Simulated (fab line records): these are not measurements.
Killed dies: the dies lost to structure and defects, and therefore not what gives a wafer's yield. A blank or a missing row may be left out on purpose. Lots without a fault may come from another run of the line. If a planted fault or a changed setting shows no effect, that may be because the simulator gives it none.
fab line records -- flow sky130 -- part 1 of 2: steps 1 to 30 of 41
record lots=5, wafers=15, lastDay=50
route steps=708 shown VIA4@646 METAL5@661 PASSIVATION@681
lots with no fault: from the same line, run without faults
startH: hours from the record's opening day to when the first of the lot's shown wafers began -- waitH: hours elapsed since this lot's preceding step -- " unchanged from the row above -- L1.1+2: one row covering several wafers at once -- - no value present, or no start provided -- * or withheld: withheld -- < > ~ a bound
route shown NAME@n: names a module that has steps shown in the file, with the first one's number in the route -- usual: average and standard deviation across the fault-free wafers -- same: alike in all rows -- chamber/n: place in a boat -- sites: per-site readings -- _std_site: their standard deviation -- _edge_site: outer sites' mean less inner sites' -- radiusMm: how far each site lies from the wafer's centre -- mask NAME#n: copy n -- behind: the most recent tool/chamber to have shaped the wafer -- hold: what put the lot on hold/how long, in hours/how the hold closed -- device: transistor that didn't switch, given as n, p or np -- end of line: the tests these same wafers got at the end of their route -- for a step that has no rows: nothing shown but its recipe -- killed: dies lost to structure and defects at the first sort, not the wafer's yield -- map: a wafer's dies, x killed, . not, _ none there
set.NAME: setting as actually run; set.NAME@STEP: the setting as run at that earlier step -- model.NAME: the simulator's own value behind a step, which no gauge read
lots at some steps of the route; a table a step, a row a wafer
services: a tool's chamber out of use, with start hour (startH, from the record's first day; less than 0 if before it), hours out, and reason
## steps
# step SKY_VIA4_SOFTBAKE_07
# recipe tempC=90, timeS=60, resist=NOVOLAK
lot.wafer,tool,chamber,startH,waitH
L074.1+4+6,lithoTrack-03,0,986.48,0.1
L079.2+3+5,lithoTrack-03,0,1027.95,0.1
L081.1+3+6,lithoTrack-03,0,1044.18,0.1
L090.2+3+5,lithoTrack-03,0,1099.95,0.1
L094.2+4+6,lithoTrack-01,0,1128.16,0.1
# step SKY_VIA4_EXPOSE_08
# recipe maskId=VIM4, na=0.6, sourceShape=conventional, sigmaOuter=0.6, polarization=unpolarized, targetCdNm=800, doseMj=132
# same na=0.6
lot.wafer,tool,chamber,startH,waitH,mask
L074.1+4+6,ilineStepper-02,0,-,-,VIM4#0
L079.2+3+5,ilineStepper-01,0,-,-,VIM4#0
L081.1+3+6,ilineStepper-01,0,-,-,VIM4#0
L090.2+3+5,ilineStepper-02,0,-,-,VIM4#0
L094.2+4+6,ilineStepper-02,0,-,-,VIM4#0
# step SKY_VIA4_PEB_09
# recipe tempC=withheld, timeS=*, resist=NOVOLAK
lot.wafer,tool,chamber,startH,waitH
L074.1+4+6,lithoTrack-03,0,-,-
L079.2+3+5,lithoTrack-03,0,-,-
L081.1+3+6,lithoTrack-02,0,-,-
L090.2+3+5,lithoTrack-03,0,-,-
L094.2+4+6,lithoTrack-02,0,-,-
# step SKY_VIA4_DEVELOP_10
# recipe resist=NOVOLAK, developer=TMAH, developTimeS=60, devTempC=23
lot.wafer,tool,chamber,startH,waitH
L074.1+4+6,lithoTrack-03,0,998.88,0.1
L079.2+3+5,lithoTrack-03,0,1038.55,0.1
L081.1+3+6,lithoTrack-02,0,1054.71,0.1
L090.2+3+5,lithoTrack-03,0,1108.95,0.1
L094.2+4+6,lithoTrack-02,0,1138.18,0.1
# step SKY_VIA4_OVL_MEAS_11
# usual VIA4_OVL=0.0/1.4
lot.wafer,tool,chamber,startH,waitH,VIA4_OVL[nm]
L074.1,overlay-01,-,999.03,0.1,0.8
L074.4,overlay-01,-,999.03,0.1,-1.0
L074.6,overlay-01,-,999.03,0.1,-1.0
L079.2,overlay-02,-,1038.68,0.1,-2.3
L079.3,overlay-02,-,1038.68,0.1,-2.0
L079.5,overlay-02,-,1038.68,0.1,-1.8
L081.1,overlay-02,-,1054.86,0.1,1.0
L081.3,overlay-02,-,1054.86,0.1,2.0
L081.6,overlay-02,-,1054.86,0.1,0.6
L090.2,overlay-01,-,1109.08,0.1,-0.3
L090.3,overlay-01,-,1109.08,0.1,-0.6
L090.5,overlay-01,-,1109.08,0.1,-0.5
L094.2,overlay-02,-,1138.31,0.1,0.6
L094.4,overlay-02,-,1138.31,0.1,0.4
L094.6,overlay-02,-,1138.31,0.1,0.8
# step SKY_VIA4_ETCH_12
# recipe target=SiO2, chemistry=C4F8/O2/Ar, stopOn=TiN, maskMaterial=NOVOLAK, sourceW=1500, biasW=1200, pressureMtorr=40, c4f8FlowSccm=withheld, O2_flow_sccm=6, Ar_flow_sccm=300, timeS=withheld, targetDepthA=5800
# usual oesProductAu=0.926/0.0049
lot.wafer,tool,chamber,startH,waitH,oesProductAu
L074.1,rieDiel-01,2,999.06,0.0,0.927
L074.4,rieDiel-01,0,999.06,0.0,0.919
L074.6,rieDiel-01,0,999.06,0.0,0.924
L079.2,rieDiel-03,0,1038.71,0.0,0.923
L079.3,rieDiel-03,2,1038.71,0.0,0.932
L079.5,rieDiel-03,2,1038.71,0.0,0.920
L081.1,rieDiel-04,3,1054.89,0.0,0.920
L081.3,rieDiel-04,0,1054.89,0.0,0.919
L081.6,rieDiel-04,1,1054.89,0.0,0.930
L090.2,rieDiel-03,2,1109.11,0.0,0.931
L090.3,rieDiel-03,0,1109.11,0.0,0.919
L090.5,rieDiel-03,1,1109.11,0.0,0.931
L094.2,rieDiel-01,0,1138.34,0.0,0.924
L094.4,rieDiel-01,1,1138.34,0.0,0.928
L094.6,rieDiel-01,3,1138.34,0.0,0.936
# step SKY_VIA4_STRIP_13
# recipe chemistry=O2/N2, powerW=1400, pressureMtorr=1500, platenTempC=withheld, o2FlowSccm=3000, n2FlowSccm=300, overashFraction=0.5
# usual drypumpMotorCurrentA=5.8/0.51, oesProductAu=0.710/0.0039, stripTimeToEndpointS=12.811/0.026
lot.wafer,tool,chamber,startH,waitH,drypumpMotorCurrentA,oesProductAu,rfHoursCounterH,stripTimeToEndpointS
L074.1,plasmaAsher-01,0,999.14,-,5.3,0.705,53,12.760
L074.4,plasmaAsher-01,0,999.14,-,5.3,0.707,-,12.815
L074.6,plasmaAsher-01,1,999.14,-,6.3,0.707,-,12.814
L079.2,plasmaAsher-03,0,1038.79,-,6.5,0.706,127,12.802
L079.3,plasmaAsher-03,1,1038.79,-,5.5,0.705,-,12.824
L079.5,plasmaAsher-03,1,1038.79,-,5.6,0.713,-,12.816
L081.1,plasmaAsher-03,1,1054.97,-,5.6,0.708,129,12.774
L081.3,plasmaAsher-03,0,1054.97,-,6.5,0.714,-,12.795
L081.6,plasmaAsher-03,1,1054.97,-,5.6,0.709,-,12.795
L090.2,plasmaAsher-01,1,1109.19,-,6.3,0.716,64,12.870
L090.3,plasmaAsher-01,1,1109.19,-,6.3,0.712,-,12.837
L090.5,plasmaAsher-01,0,1109.19,-,5.3,0.712,-,12.854
L094.2,plasmaAsher-01,0,1138.42,-,5.3,0.713,66,12.833
L094.4,plasmaAsher-01,0,1138.42,-,5.3,0.713,-,12.844
L094.6,plasmaAsher-01,1,1138.42,-,6.3,0.712,-,12.867
# step SKY_VIA4_STRIP_14
# recipe chemistry=postEtchResidueRemover, timeS=1200, tempC=72.5
lot.wafer,tool,chamber,startH,waitH
L074.1+4+6,wetBench-02,3,999.24,0.1
L079.2+3+5,wetBench-02,0,1038.89,0.1
L081.1+3+6,wetBench-02,3,1055.07,0.1
L090.2+3+5,wetBench-04,2,1109.29,0.1
L094.2+4+6,wetBench-04,3,1138.52,0.1
# step SKY_VIA4_CLEAN_15
# recipe chemistry=IPA, timeS=180, tempC=25
lot.wafer,tool,chamber,startH,waitH
L074.1+4+6,wetBench-03,1,999.58,0.0
L079.2+3+5,wetBench-04,3,1039.26,0.0
L081.1+3+6,wetBench-03,2,1055.75,0.0
L090.2+3+5,wetBench-03,0,1109.63,0.0
L094.2+4+6,wetBench-02,0,1138.89,0.0
# step SKY_VIA4_CLEAN_16
# recipe chemistry=O3/DIW, dry=n2Spin
lot.wafer,tool,chamber,startH,waitH
L074.1+4+6,wetBench-04,2,999.64,0.0
L079.2+3+5,wetBench-03,0,1039.32,0.0
L081.1+3+6,wetBench-02,2,1055.81,0.0
L090.2+3+5,wetBench-02,3,1109.69,0.0
L094.2+4+6,wetBench-03,0,1139.00,0.0
# step SKY_VIA4_SPUTTER_17
# recipe material=TiN, targetThkNm=20, chamberPressurePa=5, powerW=4000, timeS=80
# usual throttleValvePct=30.2/0.94
lot.wafer,tool,chamber,startH,waitH,throttleValvePct
L074.1,pvdSputter-03,-,999.73,0.0,30.7
L074.4,pvdSputter-03,-,999.73,0.0,29.3
L074.6,pvdSputter-03,-,999.73,0.0,29.3
L079.2,pvdSputter-03,-,1039.42,0.0,29.4
L079.3,pvdSputter-03,-,1039.42,0.0,29.4
L079.5,pvdSputter-03,-,1039.42,0.0,30.5
L081.1,pvdSputter-03,-,1055.99,0.0,29.3
L081.3,pvdSputter-03,-,1055.99,0.0,29.5
L081.6,pvdSputter-03,-,1055.99,0.0,30.5
L090.2,pvdSputter-03,-,1110.05,0.0,29.4
L090.3,pvdSputter-03,-,1110.05,0.0,29.7
L090.5,pvdSputter-03,-,1110.05,0.0,29.8
L094.2,pvdSputter-01,-,1139.10,0.0,28.9
L094.4,pvdSputter-01,-,1139.10,0.0,31.2
L094.6,pvdSputter-01,-,1139.10,0.0,29.0
# step SKY_VIA4_CVD_18
# recipe material=W, targetThkNm=505, timeS=152.14, tempC=400, pressureTorr=40
# usual heaterPowerW=846/73
lot.wafer,tool,chamber,startH,waitH,heaterPowerW
L074.1,cvdW-01,1,999.79,0.0,911
L074.4,cvdW-01,1,999.79,0.0,950
L074.6,cvdW-01,1,999.79,0.0,933
L079.2,cvdW-02,0,1039.48,0.0,704
L079.3,cvdW-02,1,1039.48,0.0,884
L079.5,cvdW-02,0,1039.48,0.0,713
L081.1,cvdW-02,1,1056.05,0.0,865
L081.3,cvdW-02,0,1056.05,0.0,693
L081.6,cvdW-02,0,1056.05,0.0,702
L090.2,cvdW-02,0,1110.12,0.0,728
L090.3,cvdW-02,1,1110.12,0.0,849
L090.5,cvdW-02,1,1110.12,0.0,860
L094.2,cvdW-01,0,1139.21,0.1,824
L094.4,cvdW-01,0,1139.21,0.1,828
L094.6,cvdW-01,0,1139.21,0.1,822
# step SKY_VIA4_RS_MEAS_19
# recipe thkMeasGauge=four-point-probe, reads=W_of_VIA4_CVD_18+TiN_of_VIA4_SPUTTER_17
# usual VIA4_W_RS=0.2255/0.0027
lot.wafer,tool,chamber,startH,waitH,VIA4_W_RS[ohm/sq]
L074.1,filmMetro-04,-,1000.09,0.3,0.2260
L074.4,filmMetro-04,-,1000.09,0.3,0.2217
L074.6,filmMetro-04,-,1000.09,0.3,0.2213
L079.2,filmMetro-02,-,1039.66,0.1,0.2244
L079.3,filmMetro-02,-,1039.66,0.1,0.2237
L079.5,filmMetro-02,-,1039.66,0.1,0.2232
L081.1,filmMetro-04,-,1056.20,0.1,0.2235
L081.3,filmMetro-04,-,1056.20,0.1,0.2208
L081.6,filmMetro-04,-,1056.20,0.1,0.2225
L090.2,filmMetro-03,-,1110.29,0.1,0.2238
L090.3,filmMetro-03,-,1110.29,0.1,0.2234
L090.5,filmMetro-03,-,1110.29,0.1,0.2257
L094.2,filmMetro-02,-,1139.48,0.2,0.2242
L094.4,filmMetro-02,-,1139.48,0.2,0.2263
L094.6,filmMetro-02,-,1139.48,0.2,0.2284
# step SKY_VIA4_THK_MEAS_20
# recipe thkMeasGauge=xrf, reads=W_of_VIA4_CVD_18
# usual VIA4_W_THK=506/7.3
lot.wafer,tool,chamber,startH,waitH,VIA4_W_THK[nm]
L074.1,filmMetro-04,-,1000.21,0.1,508
L074.4,filmMetro-04,-,1000.21,0.1,518
L074.6,filmMetro-04,-,1000.21,0.1,519
L079.2,filmMetro-02,-,1039.77,0.1,503
L079.3,filmMetro-02,-,1039.77,0.1,503
L079.5,filmMetro-02,-,1039.77,0.1,506
L081.1,filmMetro-04,-,1056.32,0.1,513
L081.3,filmMetro-04,-,1056.32,0.1,524
L081.6,filmMetro-04,-,1056.32,0.1,518
L090.2,filmMetro-03,-,1110.40,0.1,505
L090.3,filmMetro-03,-,1110.40,0.1,502
L090.5,filmMetro-03,-,1110.40,0.1,499
L094.2,filmMetro-02,-,1139.59,0.1,504
L094.4,filmMetro-02,-,1139.59,0.1,501
L094.6,filmMetro-02,-,1139.59,0.1,499
# step SKY_VIA4_CMP_21
# recipe stopOn=SiO2, tOverpolishS=25, downForcePsi=3.5, platenRpm=60, targetThkNm=0, padVelocityMS=0.94248
# usual motorCurrentA=10.7/1.1, overpolishRunS=25.001/0.0086, platenRpm=60.01/0.042, retainingRingPressureFrac=1.000/0.0048, timeToEndpointS=124/5.5
lot.wafer,tool,chamber,startH,waitH,motorCurrentA,overpolishRunS,platenRpm,retainingRingPressureFrac,timeToEndpointS
L074.1,cmp-02,0,1000.32,0.1,12.0,25.011,59.98,1.005,124
L074.4,cmp-02,1,1000.32,0.1,11.6,24.988,60.08,1.005,122
L074.6,cmp-02,3,1000.32,0.1,10.2,25.015,60.00,1.002,123
L079.2,cmp-02,3,1039.92,0.1,10.5,24.974,59.96,0.996,122
L079.3,cmp-02,0,1039.92,0.1,11.6,24.994,60.00,0.999,115
L079.5,cmp-02,1,1039.92,0.1,11.5,24.998,60.00,1.002,120
L081.3,cmp-02,2,1056.43,0.1,8.7,24.999,59.99,0.997,129
L081.1,cmp-02,0,1056.43,0.1,11.8,25.013,60.03,0.994,118
L081.6,cmp-02,1,1056.43,0.1,11.4,25.011,59.99,1.003,116
L090.2,cmp-01,0,1110.45,0.0,11.7,24.993,60.11,0.998,126
L090.3,cmp-01,2,1110.45,0.0,10.6,24.987,60.01,1.003,124
L090.5,cmp-01,1,1110.45,0.0,10.9,25.013,60.01,1.006,123
L094.4,cmp-02,0,1139.64,0.0,11.3,25.007,60.01,0.998,120
L094.2,cmp-02,3,1139.64,0.0,10.5,24.984,59.98,1.004,124
L094.6,cmp-02,0,1139.64,0.0,12.4,25.008,59.98,0.993,124
# step SKY_METAL5_SPUTTER_00
# recipe material=Ti, targetThkNm=15, powerW=3000, timeS=10, chamberPressurePa=0.4
# usual throttleValvePct=30.5/0.87
lot.wafer,tool,chamber,startH,waitH,throttleValvePct
L074.1,pvdSputter-04,-,1000.57,0.2,30.7
L074.4,pvdSputter-04,-,1000.57,0.2,31.0
L074.6,pvdSputter-04,-,1000.57,0.2,30.8
L079.2,pvdSputter-01,-,1040.12,0.1,29.2
L079.3,pvdSputter-01,-,1040.12,0.1,30.7
L079.5,pvdSputter-01,-,1040.12,0.1,28.4
L081.1,pvdSputter-04,-,1056.68,0.1,31.0
L081.3,pvdSputter-04,-,1056.68,0.1,29.6
L081.6,pvdSputter-04,-,1056.68,0.1,31.4
L090.2,pvdSputter-02,-,1110.75,0.2,29.7
L090.3,pvdSputter-02,-,1110.75,0.2,30.9
L090.5,pvdSputter-02,-,1110.75,0.2,29.7
L094.2,pvdSputter-04,-,1139.94,0.1,31.1
L094.4,pvdSputter-04,-,1139.94,0.1,29.5
L094.6,pvdSputter-04,-,1139.94,0.1,29.8
# step SKY_METAL5_SPUTTER_01
# recipe material=TiN, targetThkNm=20, powerW=6500, timeS=16.7, chamberPressurePa=0.4
# usual throttleValvePct=30.5/0.92
lot.wafer,tool,chamber,startH,waitH,throttleValvePct
L074.1,pvdSputter-04,-,1000.59,0.0,30.9
L074.4,pvdSputter-04,-,1000.59,0.0,31.4
L074.6,pvdSputter-04,-,1000.59,0.0,30.8
L079.2,pvdSputter-01,-,1040.14,0.0,29.2
L079.3,pvdSputter-01,-,1040.14,0.0,30.8
L079.5,pvdSputter-01,-,1040.14,0.0,28.5
L081.1,pvdSputter-04,-,1056.71,0.0,30.7
L081.3,pvdSputter-04,-,1056.71,0.0,29.8
L081.6,pvdSputter-04,-,1056.71,0.0,31.4
L090.2,pvdSputter-02,-,1110.77,0.0,29.8
L090.3,pvdSputter-02,-,1110.77,0.0,31.2
L090.5,pvdSputter-02,-,1110.77,0.0,29.6
L094.2,pvdSputter-04,-,1139.96,0.0,31.2
L094.4,pvdSputter-04,-,1139.96,0.0,29.4
L094.6,pvdSputter-04,-,1139.96,0.0,29.8
# step SKY_METAL5_SPUTTER_02
# recipe material=AlCu, targetThkNm=1150, powerW=10600, timeS=61.2, chamberPressurePa=0.4
# usual throttleValvePct=30.5/0.91
lot.wafer,tool,chamber,startH,waitH,throttleValvePct
L074.1,pvdSputter-04,-,1000.62,0.0,30.7
L074.4,pvdSputter-04,-,1000.62,0.0,31.3
L074.6,pvdSputter-04,-,1000.62,0.0,30.8
L079.2,pvdSputter-01,-,1040.16,0.0,29.2
L079.3,pvdSputter-01,-,1040.16,0.0,30.4
L079.5,pvdSputter-01,-,1040.16,0.0,28.7
L081.1,pvdSputter-04,-,1056.73,0.0,30.7
L081.3,pvdSputter-04,-,1056.73,0.0,29.4
L081.6,pvdSputter-04,-,1056.73,0.0,31.4
L090.2,pvdSputter-02,-,1110.80,0.0,29.5
L090.3,pvdSputter-02,-,1110.80,0.0,31.5
L090.5,pvdSputter-02,-,1110.80,0.0,29.5
L094.2,pvdSputter-04,-,1139.99,0.0,31.0
L094.4,pvdSputter-04,-,1139.99,0.0,29.5
L094.6,pvdSputter-04,-,1139.99,0.0,29.6
# step SKY_METAL5_SPUTTER_03
# recipe material=Ti, targetThkNm=5, powerW=3000, timeS=3.3, chamberPressurePa=0.4
# usual throttleValvePct=30.5/0.9
lot.wafer,tool,chamber,startH,waitH,throttleValvePct
L074.1,pvdSputter-04,-,1000.67,0.0,31.0
L074.4,pvdSputter-04,-,1000.67,0.0,31.4
L074.6,pvdSputter-04,-,1000.67,0.0,30.4
L079.2,pvdSputter-01,-,1040.21,0.0,29.1
L079.3,pvdSputter-01,-,1040.21,0.0,30.5
L079.5,pvdSputter-01,-,1040.21,0.0,28.6
L081.1,pvdSputter-04,-,1056.78,0.0,30.9
L081.3,pvdSputter-04,-,1056.78,0.0,29.5
L081.6,pvdSputter-04,-,1056.78,0.0,31.1
L090.2,pvdSputter-02,-,1110.85,0.0,29.6
L090.3,pvdSputter-02,-,1110.85,0.0,31.3
L090.5,pvdSputter-02,-,1110.85,0.0,29.4
L094.2,pvdSputter-04,-,1140.04,0.0,31.3
L094.4,pvdSputter-04,-,1140.04,0.0,29.5
L094.6,pvdSputter-04,-,1140.04,0.0,29.7
# step SKY_METAL5_SPUTTER_04
# recipe material=TiN, targetThkNm=70, powerW=6500, timeS=58.3, chamberPressurePa=0.4
# usual throttleValvePct=30.5/0.91
lot.wafer,tool,chamber,startH,waitH,throttleValvePct
L074.1,pvdSputter-04,-,1000.69,0.0,30.9
L074.4,pvdSputter-04,-,1000.69,0.0,31.0
L074.6,pvdSputter-04,-,1000.69,0.0,30.9
L079.2,pvdSputter-01,-,1040.23,0.0,29.1
L079.3,pvdSputter-01,-,1040.23,0.0,30.4
L079.5,pvdSputter-01,-,1040.23,0.0,28.5
L081.1,pvdSputter-04,-,1056.80,0.0,30.9
L081.3,pvdSputter-04,-,1056.80,0.0,29.7
L081.6,pvdSputter-04,-,1056.80,0.0,31.4
L090.2,pvdSputter-02,-,1110.86,0.0,29.5
L090.3,pvdSputter-02,-,1110.86,0.0,31.2
L090.5,pvdSputter-02,-,1110.86,0.0,29.8
L094.2,pvdSputter-04,-,1140.06,0.0,31.1
L094.4,pvdSputter-04,-,1140.06,0.0,29.5
L094.6,pvdSputter-04,-,1140.06,0.0,29.7
# step SKY_METAL5_RS_MEAS_05
# recipe thkMeasGauge=four-point-probe, reads=TiN_of_METAL5_SPUTTER_04+Ti_of_METAL5_SPUTTER_03+AlCu_of_METAL5_SPUTTER_02+TiN_of_METAL5_SPUTTER_01+Ti_of_METAL5_SPUTTER_00
# usual METAL5_ALCU_RS=0.02704/0.00025
lot.wafer,tool,chamber,startH,waitH,METAL5_ALCU_RS[ohm/sq]
L074.1,filmMetro-01,-,1000.74,0.0,0.02706
L074.4,filmMetro-01,-,1000.74,0.0,0.02682
L074.6,filmMetro-01,-,1000.74,0.0,0.0269
L079.2,filmMetro-02,-,1040.30,0.0,0.02737
L079.3,filmMetro-02,-,1040.30,0.0,0.02767
L079.5,filmMetro-02,-,1040.30,0.0,0.02753
L081.1,filmMetro-04,-,1056.85,0.0,0.02734
L081.3,filmMetro-04,-,1056.85,0.0,0.02737
L081.6,filmMetro-04,-,1056.85,0.0,0.02719
L090.2,filmMetro-01,-,1110.93,0.0,0.02713
L090.3,filmMetro-01,-,1110.93,0.0,0.02696
L090.5,filmMetro-01,-,1110.93,0.0,0.02686
L094.2,filmMetro-01,-,1140.13,0.0,0.02676
L094.4,filmMetro-01,-,1140.13,0.0,0.02667
L094.6,filmMetro-01,-,1140.13,0.0,0.02703
# step SKY_METAL5_THK_MEAS_06
# recipe thkMeasGauge=xrf, reads=AlCu_of_METAL5_SPUTTER_02
# usual METAL5_ALCU_THK=1152/11
lot.wafer,tool,chamber,startH,waitH,METAL5_ALCU_THK[nm]
L074.1,filmMetro-01,-,1000.86,0.1,1150
L074.4,filmMetro-01,-,1000.86,0.1,1163
L074.6,filmMetro-01,-,1000.86,0.1,1153
L079.2,filmMetro-02,-,1040.41,0.1,1143
L079.3,filmMetro-02,-,1040.41,0.1,1129
L079.5,filmMetro-02,-,1040.41,0.1,1136
L081.1,filmMetro-04,-,1056.97,0.1,1128
L081.3,filmMetro-04,-,1056.97,0.1,1134
L081.6,filmMetro-04,-,1056.97,0.1,1136
L090.2,filmMetro-01,-,1111.04,0.1,1149
L090.3,filmMetro-01,-,1111.04,0.1,1162
L090.5,filmMetro-01,-,1111.04,0.1,1157
L094.2,filmMetro-01,-,1140.24,0.1,1167
L094.4,filmMetro-01,-,1140.24,0.1,1159
L094.6,filmMetro-01,-,1140.24,0.1,1158
# step SKY_METAL5_DEHYDRATE_07
# recipe tempC=200, timeS=60
lot.wafer,tool,chamber,startH,waitH
L074.1+4+6,lithoTrack-03,0,1011.78,10.9
L079.2+3+5,lithoTrack-04,0,1050.90,10.5
L081.1+3+6,lithoTrack-03,0,1067.33,10.3
L090.2+3+5,lithoTrack-03,0,1120.40,9.4
L094.2+4+6,lithoTrack-04,0,1148.25,8.0
# step SKY_METAL5_HMDS_08
# recipe primeTimeS=60, primeTempC=120
lot.wafer,tool,chamber,startH,waitH
L074.1+4+6,lithoTrack-03,0,1011.93,0.1
L079.2+3+5,lithoTrack-04,0,1051.05,0.1
L081.1+3+6,lithoTrack-03,0,1067.48,0.1
L090.2+3+5,lithoTrack-03,0,1120.55,0.1
L094.2+4+6,lithoTrack-04,0,1148.40,0.1
# step SKY_METAL5_COAT_09
# recipe resist=NOVOLAK, spinRpm=3000, resistThkNm=1800
# same dispensePressureKPa=52
lot.wafer,tool,chamber,startH,waitH
L074.1+4+6,lithoTrack-03,0,1012.08,0.1
L079.2+3+5,lithoTrack-04,0,1051.20,0.1
L081.1+3+6,lithoTrack-03,0,1067.63,0.1
L090.2+3+5,lithoTrack-03,0,1120.70,0.1
L094.2+4+6,lithoTrack-04,0,1148.55,0.1
# step SKY_METAL5_SOFTBAKE_10
# recipe tempC=90, timeS=60, resist=NOVOLAK
lot.wafer,tool,chamber,startH,waitH
L074.1+4+6,lithoTrack-03,0,1012.23,0.1
L079.2+3+5,lithoTrack-04,0,1051.35,0.1
L081.1+3+6,lithoTrack-03,0,1067.78,0.1
L090.2+3+5,lithoTrack-03,0,1120.85,0.1
L094.2+4+6,lithoTrack-04,0,1148.70,0.1
# step SKY_METAL5_EXPOSE_11
# recipe maskId=MM5, na=0.6, sourceShape=conventional, sigmaOuter=0.6, polarization=unpolarized, targetCdNm=1600, doseMj=190
# same na=0.6
lot.wafer,tool,chamber,startH,waitH,mask
L074.1+4+6,ilineStepper-02,0,-,-,MM5#0
L079.2+3+5,ilineStepper-02,0,-,-,MM5#0
L081.1+3+6,ilineStepper-02,0,-,-,MM5#0
L090.2+3+5,ilineStepper-02,0,-,-,MM5#0
L094.2+4+6,ilineStepper-01,0,-,-,MM5#0
# step SKY_METAL5_PEB_12
# recipe tempC=withheld, timeS=*, resist=NOVOLAK
lot.wafer,tool,chamber,startH,waitH
L074.1+4+6,lithoTrack-01,0,-,-
L079.2+3+5,lithoTrack-03,0,-,-
L081.1+3+6,lithoTrack-03,0,-,-
L090.2+3+5,lithoTrack-04,0,-,-
L094.2+4+6,lithoTrack-04,0,-,-
# step SKY_METAL5_DEVELOP_13
# recipe resist=NOVOLAK, developer=TMAH, developTimeS=60, devTempC=23
lot.wafer,tool,chamber,startH,waitH
L074.1+4+6,lithoTrack-01,0,1023.84,0.1
L079.2+3+5,lithoTrack-03,0,1061.20,0.1
L081.1+3+6,lithoTrack-03,0,1077.68,0.1
L090.2+3+5,lithoTrack-04,0,1129.70,0.1
L094.2+4+6,lithoTrack-04,0,1157.95,0.1
# step SKY_METAL5_DESCUM_14
# recipe chemistry=O2, sourcePowerW=150, biasPowerW=0, pressureMtorr=10, tempC=40, timeS=11
# usual drypumpMotorCurrentA=5.5/0.48, oesProductAu=0.995/0.01
lot.wafer,tool,chamber,startH,waitH,drypumpMotorCurrentA,oesProductAu,rfHoursCounterH
L074.1,rieMetal-02,1,1023.99,0.1,5.1,0.983,16
L074.4,rieMetal-02,1,1023.99,0.1,5.1,1.003,-
L074.6,rieMetal-02,1,1023.99,0.1,5.1,0.987,-
L079.2,rieMetal-01,0,1061.33,0.1,5.9,0.992,9
L079.3,rieMetal-01,1,1061.33,0.1,4.9,1.010,-
L079.5,rieMetal-01,1,1061.33,0.1,4.9,1.004,-
L081.1,rieMetal-02,0,1077.83,0.1,5.7,0.990,4
L081.3,rieMetal-02,0,1077.83,0.1,5.7,0.990,-
L081.6,rieMetal-02,0,1077.83,0.1,5.7,0.992,-
L090.2,rieMetal-01,0,1129.82,0.1,5.9,0.998,14
L090.3,rieMetal-01,0,1129.82,0.1,5.9,0.992,-
L090.5,rieMetal-01,0,1129.82,0.1,5.9,1.001,-
L094.2,rieMetal-04,0,1158.07,0.1,6.3,0.983,26
L094.4,rieMetal-04,1,1158.07,0.1,5.3,1.004,-
L094.6,rieMetal-04,0,1158.07,0.1,6.3,0.983,-
